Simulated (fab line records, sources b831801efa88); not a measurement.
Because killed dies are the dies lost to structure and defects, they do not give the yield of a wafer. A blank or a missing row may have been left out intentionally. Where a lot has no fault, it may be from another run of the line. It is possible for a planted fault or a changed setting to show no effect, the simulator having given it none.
One fault through the eyes of 2 desks | flow sky130 | every desk sees just its own numbers, and what lay behind them comes last

## FOR THE TOOL OWNER'S DESK: wet_bench-03
The tool's own readings at SKY_SONOS_ONO_WET_ETCH_16 (etches SiO2 in dHF, target depth 14 nm, time 280 s): means of the sampled wafers that have a number, for each lot that ran on this tool. The brackets show how far a lot's mean lies from the usual mean; more than 4 standard deviations puts the lot out of limits, marked OUT.
Columns: A = bath_heat_duty_pct at SKY_SONOS_ONO_WET_ETCH_16, usual 6.5 %; B = run_length_s at SKY_SONOS_ONO_WET_ETCH_16, usual 309 s
lot  | first seen here | A   | B
L642 | day 13 17:37    | 7.0 | 305
L643 | day 14 02:55    | 5.1 | 305
L644 | day 14 08:49    | 5.6 | 314
L645 | day 15 00:13    | 5.5 | 304
L648 | day 16 00:58    | 7.3 | 304
L655 | day 18 03:16    | 6.0 | 640 (+79) OUT
L656 | day 18 13:31    | 5.7 | 641 (+79) OUT
L657 | day 18 15:52    | 5.1 | 646 (+80) OUT
This desk's finding: out of limits on L655, L656, L657; first on L655, day 18 03:16 (run_length_s at SKY_SONOS_ONO_WET_ETCH_16). L642, L643, L644, L645, L648 stayed within limits.

## METROLOGY DESK
What the gauges read for every lot (on any tool): the sampled wafers with a number, averaged. The brackets show how far a lot's mean lies from the usual mean; more than 4 standard deviations puts the lot out of limits, marked OUT.
Columns: A = NWELL_OXIDATION_THK at SKY_NWELL_THK_MEAS_02, usual 9.96 nm; B = cd_nm at SKY_VT_ADJUST_HVTP_CD_MEAS_07, usual 379.5 nm; C = VT_ADJUST_LVTN_TW at SKY_VT_ADJUST_LVTN_TW_MEAS_10, usual 241.2
lot  | first seen here | A     | B     | C
L639 | day 2 15:08     | 10.04 | 379.6 | 241.5
L641 | day 2 22:08     | 9.55  | 378.0 | 240.9
L642 | day 3 03:40     | 9.97  | 383.7 | 243.3
L643 | day 3 08:56     | 9.94  | 379.5 | 241.3
L644 | day 3 15:02     | 9.80  | 378.5 | 241.9
L645 | day 3 22:43     | 9.94  | 380.2 | 240.1
L648 | day 4 12:22     | 9.84  | 377.0 | 241.2
L649 | day 4 17:48     | 10.17 | 380.4 | 240.3
L651 | day 5 01:31     | 9.74  | 380.9 | 242.9
L655 | day 6 00:07     | 9.98  | 379.6 | 240.5
L656 | day 6 04:05     | 9.83  | 379.5 | 240.5
L657 | day 6 08:13     | 10.29 | 380.4 | 244.5
L661 | day 7 07:01     | 9.87  | 376.8 | 245.4
L662 | day 7 09:55     | 10.06 | 380.4 | 242.3
This desk found nothing out of limits on any of the 14 lots.

## ALL TOGETHER
The tool owner's desk could have raised an alarm at day 18 03:16, on L655, L656, L657.
From the metrology desk's view, nothing was out of limits.
The metrology desk has L655, L656, L657 on record, within its limits.
The lots listed all ran SKY_SONOS_ONO_WET_ETCH_16 on wet_bench-03.

## WHAT THE SIMULATOR HAD INSERTED
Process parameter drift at SKY_SONOS_ONO_WET_ETCH_16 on wet_bench-03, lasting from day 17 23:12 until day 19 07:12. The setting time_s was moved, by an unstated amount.
Lots struck among those shown: L655, L656, L657.
How many hours passed from the start of the fault until each desk's first out-of-limits reading: the tool owner's desk, 4.
